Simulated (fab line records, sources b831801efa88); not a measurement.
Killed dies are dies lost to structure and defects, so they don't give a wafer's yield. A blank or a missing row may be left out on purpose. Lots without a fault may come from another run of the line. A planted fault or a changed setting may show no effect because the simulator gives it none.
Which tool did it? | flow sky130 | 14 lots, 42 wafers sampled, at 4 steps of a route of 708

WHAT THE GAUGES READ, wafer by wafer
The record holds no reading of a measuring or inspecting step that can be judged against a usual standard deviation.

WHICH TOOL RAN EACH LOT (tool, then ch and the chambers of the sampled wafers, then the start)
lot  | SKY_METAL5_SPUTTER_00        | SKY_METAL5_DESCUM_14              | SKY_METAL5_METAL_ETCH_15          | SKY_PAD_OPEN_DEVELOP_06
L679 | pvd_sputter-01, day 43 09:09 | rie_metal-03 ch 0,1, day 44 07:27 | rie_metal-03 ch 0,1, day 44 07:33 | litho_track-03 ch 0, day 46 06:00
L684 | pvd_sputter-01, day 44 01:34 | rie_metal-03 ch 0,1, day 45 00:46 | rie_metal-03 ch 0,1, day 45 00:48 | litho_track-03 ch 0, day 46 21:00
L686 | pvd_sputter-03, day 44 21:29 | rie_metal-03 ch 0, day 45 20:10   | rie_metal-03 ch 0, day 45 20:14   | litho_track-03 ch 0, day 47 14:00
L689 | pvd_sputter-01, day 45 18:05 | rie_metal-03 ch 0,1, day 46 16:35 | rie_metal-03 ch 0,1, day 46 16:37 | litho_track-03 ch 0, day 48 08:00
L690 | pvd_sputter-03, day 46 01:57 | rie_metal-02 ch 0,1, day 46 22:17 | rie_metal-02 ch 0,1, day 46 22:19 | litho_track-02 ch 0, day 48 13:00
L691 | pvd_sputter-03, day 46 11:59 | rie_metal-04 ch 0,1, day 47 06:58 | rie_metal-04 ch 0,1, day 47 07:00 | litho_track-03 ch 0, day 48 21:00
L692 | pvd_sputter-04, day 46 18:10 | rie_metal-02 ch 0,1, day 47 13:36 | rie_metal-02 ch 0,1, day 47 13:43 | litho_track-02, day 49 03:00
L693 | pvd_sputter-04, day 46 21:28 | rie_metal-03 ch 0,1, day 47 17:02 | rie_metal-03 ch 0,1, day 47 17:05 | litho_track-03, day 49 07:00
L694 | pvd_sputter-04, day 46 23:52 | rie_metal-04 ch 0,1, day 47 19:19 | rie_metal-04 ch 0,1, day 47 19:21 | litho_track-03 ch 0, day 49 08:00
L695 | pvd_sputter-03, day 47 15:14 | rie_metal-03 ch 0,1, day 48 10:11 | rie_metal-03 ch 0,1, day 48 10:14 | litho_track-01 ch 0, day 49 23:00
L698 | pvd_sputter-01, day 47 22:50 | rie_metal-03 ch 0,1, day 48 17:59 | rie_metal-03 ch 0,1, day 48 18:06 | litho_track-03 ch 0, day 50 05:00
L700 | pvd_sputter-01, day 48 04:59 | rie_metal-04 ch 0,1, day 48 23:11 | rie_metal-04 ch 0,1, day 48 23:14 | litho_track-02 ch 0, day 50 10:00
L701 | pvd_sputter-04, day 48 13:58 | rie_metal-02 ch 0,1, day 49 08:31 | rie_metal-02 ch 0,1, day 49 08:33 | litho_track-02 ch 0, day 50 18:00
L702 | pvd_sputter-03, day 48 19:58 | rie_metal-02 ch 0,1, day 49 13:26 | rie_metal-02 ch 0,1, day 49 13:28 | litho_track-02 ch 0, day 50 22:00
- SKY_METAL5_SPUTTER_00: material Ti, target thk 15 nm, time 10 s.
- SKY_METAL5_DESCUM_14: chemistry O2, time 11 s.
- SKY_METAL5_METAL_ETCH_15: etches the open film in Cl2/BCl3, stops on SiO2, target depth 1260 nm, time 252 s.
- SKY_PAD_OPEN_DEVELOP_06: develop time 60 s.

WHAT THE TOOLS THEMSELVES READ (means of the sampled wafers that have a number; where no wafer has one, the mark that the record gives instead)
SKY_METAL5_SPUTTER_00. Usual: chamber_pressure_pa 0.4000 Pa, standard deviation 0.00078; throttle_valve_pct 29.9 %, standard deviation 1.5.
lot  | tool           | chamber_pressure_pa (Pa) | throttle_valve_pct (%) | flag
L679 | pvd_sputter-01 | 0.3993                   | 29.3                   |
L684 | pvd_sputter-01 | 0.3994                   | 28.3                   |
L686 | pvd_sputter-03 | 0.3991                   | 29.0                   |
L689 | pvd_sputter-01 | 0.4009                   | 29.1                   |
L690 | pvd_sputter-03 | 0.4001                   | 29.7                   |
L691 | pvd_sputter-03 | 0.4002                   | 28.9                   |
L692 | pvd_sputter-04 | 0.4005                   | 30.3                   |
L693 | pvd_sputter-04 | 0.4003                   | 30.3                   |
L694 | pvd_sputter-04 | 0.4003                   | 30.3                   |
L695 | pvd_sputter-03 | 0.3997                   | 28.4                   |
L698 | pvd_sputter-01 | 0.4000                   | 28.9                   |
L700 | pvd_sputter-01 | 0.4004                   | 28.9                   |
L701 | pvd_sputter-04 | 0.3990                   | 30.2                   |
L702 | pvd_sputter-03 | 0.4006                   | 29.4                   |

SKY_METAL5_DESCUM_14. Usual: drypump_motor_current_A 6.1 A, standard deviation 0.43; oes_product_au 0.999 a.u., standard deviation 0.013.
lot  | tool         | drypump_motor_current_A (A) | oes_product_au (a.u.) | flag
L679 | rie_metal-03 | 6.4                         | 1.002                 |
L684 | rie_metal-03 | 6.4                         | 1.002                 |
L686 | rie_metal-03 | 6.4                         | 1.010                 |
L689 | rie_metal-03 | 6.4                         | 0.999                 |
L690 | rie_metal-02 | 6.0                         | 0.984                 |
L691 | rie_metal-04 | 6.0                         | 0.996                 |
L692 | rie_metal-02 | 5.7                         | 1.006                 |
L693 | rie_metal-03 | 6.4                         | 1.011                 |
L694 | rie_metal-04 | 6.0                         | 0.998                 |
L695 | rie_metal-03 | 6.4                         | 0.997                 |
L698 | rie_metal-03 | 6.4                         | 1.003                 |
L700 | rie_metal-04 | 6.0                         | 1.004                 |
L701 | rie_metal-02 | 5.8                         | 1.004                 |
L702 | rie_metal-02 | 5.8                         | 1.011                 |

SKY_METAL5_METAL_ETCH_15. Usual: drypump_motor_current_A 6.1 A, standard deviation 0.43; oes_product_au 0.894 a.u., standard deviation 0.0051; throttle_valve_pct 22.263 %, standard deviation 0.0094.
lot  | tool         | drypump_motor_current_A (A) | oes_product_au (a.u.) | throttle_valve_pct (%) | flag
L679 | rie_metal-03 | 6.4                         | 0.897                 | 22.264                 |
L684 | rie_metal-03 | 6.4                         | 0.894                 | 22.261                 |
L686 | rie_metal-03 | 6.4                         | 0.896                 | 22.263                 |
L689 | rie_metal-03 | 6.4                         | 0.899                 | 22.257                 |
L690 | rie_metal-02 | 6.0                         | 0.893                 | 22.264                 |
L691 | rie_metal-04 | 6.0                         | 0.895                 | 22.269                 |
L692 | rie_metal-02 | 5.8                         | 0.893                 | 22.249                 |
L693 | rie_metal-03 | 6.3                         | 0.889                 | 22.255                 |
L694 | rie_metal-04 | 6.0                         | 0.892                 | 22.260                 |
L695 | rie_metal-03 | 6.4                         | 0.888                 | 22.265                 |
L698 | rie_metal-03 | 6.4                         | 0.896                 | 22.256                 |
L700 | rie_metal-04 | 6.0                         | 0.894                 | 22.263                 |
L701 | rie_metal-02 | 5.8                         | 0.896                 | 22.255                 |
L702 | rie_metal-02 | 5.8                         | 0.896                 | 22.266                 |

SKY_PAD_OPEN_DEVELOP_06. Usual: chill_plate_temp_C 23.02 C, standard deviation 0.1.
lot  | tool           | chill_plate_temp_C (C) | flag
L679 | litho_track-03 | 23.13                  |
L684 | litho_track-03 | 23.07                  |
L686 | litho_track-03 | 23.04                  |
L689 | litho_track-03 | 22.94                  |
L690 | litho_track-02 | 23.02                  |
L691 | litho_track-03 | 22.87                  |
L692 | litho_track-02 | -                      | OFF
L693 | litho_track-03 | -                      | OFF
L694 | litho_track-03 | 23.09                  |
L695 | litho_track-01 | 22.99                  |
L698 | litho_track-03 | 22.96                  |
L700 | litho_track-02 | 22.93                  |
L701 | litho_track-02 | 22.94                  |
L702 | litho_track-02 | 23.17                  |

THE ANSWER, worked out from the rows above alone
Rule: a lot is off if the mean of its wafers that have a number lies more than 3 standard deviations from the usual mean. A lot without any number at a reading at which 4 lots or more have one is off too. The other lots that the step has rows for count as sound. The gauges are gone through in route order, then the tools' own readings, and for those a lot's mean is taken as printed above. The first step at which some lot is off is used, and at that step the reading that is off furthest; a lot without a number counts as furthest.
Off: L692, L693, at SKY_PAD_OPEN_DEVELOP_06 (chill_plate_temp_C). Without a number there: L692, L693.
A tool fits if, at that step or a process step before it, it ran every lot that is off, and no sound lot after the first of them. None of those tried fits.

WHAT THE SIMULATOR HAD PUT IN
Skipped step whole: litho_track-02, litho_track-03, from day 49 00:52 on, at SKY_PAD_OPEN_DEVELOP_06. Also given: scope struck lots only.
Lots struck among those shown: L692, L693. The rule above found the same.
